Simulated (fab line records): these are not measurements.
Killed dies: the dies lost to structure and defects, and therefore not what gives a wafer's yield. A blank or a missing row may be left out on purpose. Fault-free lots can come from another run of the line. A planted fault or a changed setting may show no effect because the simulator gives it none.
The tool behind it: which one? | flow sky130 | 30 wafers from 10 lots sampled at 2 of the route's 708 steps

== WHAT THE GAUGES SHOWED, per wafer ==
SKY_VIA3_THK_MEAS_23: measures by xrf.
lot  | measured     | on            | VIA3_W_THK (nm)
L391 | day 41 07:05 | film metro-04 | 389 391 383
L395 | day 41 23:53 | film metro-04 | 388 386 387
L397 | day 42 09:47 | film metro-02 | 378 377 375
L399 | day 43 01:56 | film metro-01 | 381 374 377
L404 | day 44 09:52 | film metro-04 | 385 376 383
L405 | day 44 15:48 | film metro-04 | 379 377 378
L408 | day 45 04:50 | film metro-02 | 384 384 380
L409 | day 45 11:28 | film metro-02 | 379 382 379
L410 | day 46 06:47 | film metro-02 | 376 379 372
L411 | day 46 07:32 | film metro-01 | 380 371 380

SKY_CAP2M_THK_MEAS_04: measures by xrf.
lot  | measured     | on            | CAP2M_TIN_THK (nm)
L391 | day 41 07:55 | film metro-02 | 198.5 197.3 202.0
L395 | day 42 00:43 | film metro-02 | 198.7 199.6 199.4
L397 | day 42 10:37 | film metro-02 | 201.4 199.1 199.9
L399 | day 43 02:55 | film metro-04 | 203.9 203.3 203.1
L404 | day 44 10:41 | film metro-04 | 202.2 201.1 201.2
L405 | day 44 16:38 | film metro-02 | 203.0 199.1 199.0
L408 | day 45 05:40 | film metro-03 | 200.3 198.8 199.8
L409 | day 45 12:23 | film metro-04 | 201.5 199.0 199.0
L410 | day 46 07:37 | film metro-02 | 198.9 202.6 202.3
L411 | day 46 08:55 | film metro-02 | 199.1 200.8 200.3

== EACH LOT AND THE TOOL THAT RAN IT (in order: tool; ch and the chambers of the sampled wafers; start) ==
There is no process step in the record ahead of these readings.

== AS READ BY THE TOOLS THEMSELVES (means over the sampled wafers that have a number; for cases with no such wafer, the mark the record gives instead) ==
The record holds no such reading with a usual standard deviation.

== THE ANSWER, worked out from the rows above alone ==
Rule: the usual values come from the lots themselves. Put in order of their means at a reading, lots are off if they are a third of the lots or fewer, leave a main group of 4 or more, and stand apart from it by a gap of 3 or more times the standard deviation of the main group's means; of several such gaps the widest counts. If all means in a main group match to the digits the tables above print for the reading, that group is not used. A lot without any number at a reading at which 4 lots or more have one is off too. Any other lot the step has rows for is counted as sound. First the gauges in route order, then the tools' own readings, where a lot's mean is used as printed above. The first step at which some lot is off is used, and at that step the reading that is off furthest; a lot without a number counts as furthest.
Across all readings shown, no lot is off: no conclusion can be drawn from this.

== WHAT THE SIMULATOR HAD PUT IN ==
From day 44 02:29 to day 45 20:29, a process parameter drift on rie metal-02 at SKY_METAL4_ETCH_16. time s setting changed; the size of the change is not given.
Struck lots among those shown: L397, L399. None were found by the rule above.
